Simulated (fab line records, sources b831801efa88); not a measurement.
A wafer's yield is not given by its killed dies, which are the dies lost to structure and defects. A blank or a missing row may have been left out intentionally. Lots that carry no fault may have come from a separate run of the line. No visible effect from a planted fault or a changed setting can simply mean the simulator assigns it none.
Matching of chambers + flow sky130 + 4 sister chambers for SKY_FIELD_ISO_CMP_27 on cmp-01
The step polishes, stops on Si3N4, t overpolish 16 s, target thk 457.8 nm. 4 wafers are shown with their chamber, then 10 later ones without.

EACH WAFER AND ITS CHAMBER
| wafer  | chamber | motor current A (A) |
|--------|---------|---------------------|
| L287.5 | 1       | 13.8                |
| L287.6 | 2       | 11.1                |
| L289.1 | 0       | 13.6                |
| L289.2 | 3       | 13.5                |

WAFERS WITH NO CHAMBER GIVEN
| wafer  | motor current A (A) |
|--------|---------------------|
| L289.3 | 13.4                |
| L291.1 | 13.0                |
| L291.2 | 10.9                |
| L291.4 | 14.9                |
| L292.2 | 14.1                |
| L292.3 | 13.6                |
| L292.6 | 13.6                |
| L295.3 | 14.2                |
| L295.4 | 12.9                |
| L295.5 | 12.8                |

WHICH CHAMBER EACH ONE RAN IN
| wafer  | from the rows above               | in truth |
|--------|-----------------------------------|----------|
| L289.3 | can't be placed: 3 or 0 or 1      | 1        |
| L291.1 | can't be placed: 3 or 0 or 1      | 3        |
| L291.2 | 2                                 | 2        |
| L291.4 | can't be placed: 1 or 0 or 3      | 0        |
| L292.2 | can't be placed: 1 or 0 or 3      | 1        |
| L292.3 | can't be placed: 0 or 3 or 1      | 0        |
| L292.6 | can't be placed: 0 or 3 or 1      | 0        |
| L295.3 | can't be placed: 1 or 0 or 3      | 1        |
| L295.4 | can't be placed: 3 or 0 or 1      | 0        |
| L295.5 | can't be placed: 3 or 0 or 1 or 2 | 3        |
Correctly placed: 1 of 10. Cannot be placed on the basis of these rows: 9; the candidates contain the true chamber in 9. Placed wrongly: 0.
How it was worked out, from the rows above alone: a wafer's distance from a chamber is the root of the sum, over the readings, of the square of ((its reading less the chamber's mean) divided by the reading's scatter). If the next closest chamber is less than 2 further off than the closest, the wafer can't be placed; otherwise it belongs to the closest. For every chamber, the mean is computed from those of its wafers that are shown. The scatter: root of mean squared gap, hidden wafer to nearest shown wafer, with one shown wafer a chamber.
